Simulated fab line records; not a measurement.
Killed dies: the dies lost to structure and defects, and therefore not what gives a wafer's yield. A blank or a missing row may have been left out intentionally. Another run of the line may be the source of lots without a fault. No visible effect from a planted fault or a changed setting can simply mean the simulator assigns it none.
Which tool was responsible?	flow gf180mcu	6 lots (18 wafers sampled), 1 step of a 602-step route

## WHAT EACH GAUGE READ, for each wafer
GF_V4_THK_MEAS_25: measures by xrf.
lot	measured	on	V4_W_THK (nm)
L894	day 25 17:46	film-metro-01	350 352 347
L897	day 26 18:07	film-metro-04	345 341 345
L899	day 27 03:40	film-metro-04	344 346 346
L903	day 28 08:26	film-metro-02	342 351 347
L907	day 29 16:50	film-metro-02	355 358 357
L911	day 30 20:03	film-metro-02	349 357 355

## WHICH TOOL RAN EACH LOT (tool, then ch and the chambers of the sampled wafers, then the start)
Before these readings, the record contains no process step.

## THE ANSWER, worked out from the rows above alone
Rule: the lots themselves supply what counts as usual. The widest of any qualifying gaps counts: lots, ordered by their means at a reading, are off when they make up no more than a third of the lots, leave a main group of 4 or more, and stand apart from it by 3 or more times the standard deviation of that group's means. The tables above print the reading to a certain number of digits; a main group whose means all agree to those digits is not used. Also off: a lot with no number at a reading for which 4 or more lots have one. Any other lot the step has rows for is counted as sound.
Across all readings shown, no lot is off: no conclusion can be drawn from this.

## WHAT THE SIMULATOR HAD PUT IN
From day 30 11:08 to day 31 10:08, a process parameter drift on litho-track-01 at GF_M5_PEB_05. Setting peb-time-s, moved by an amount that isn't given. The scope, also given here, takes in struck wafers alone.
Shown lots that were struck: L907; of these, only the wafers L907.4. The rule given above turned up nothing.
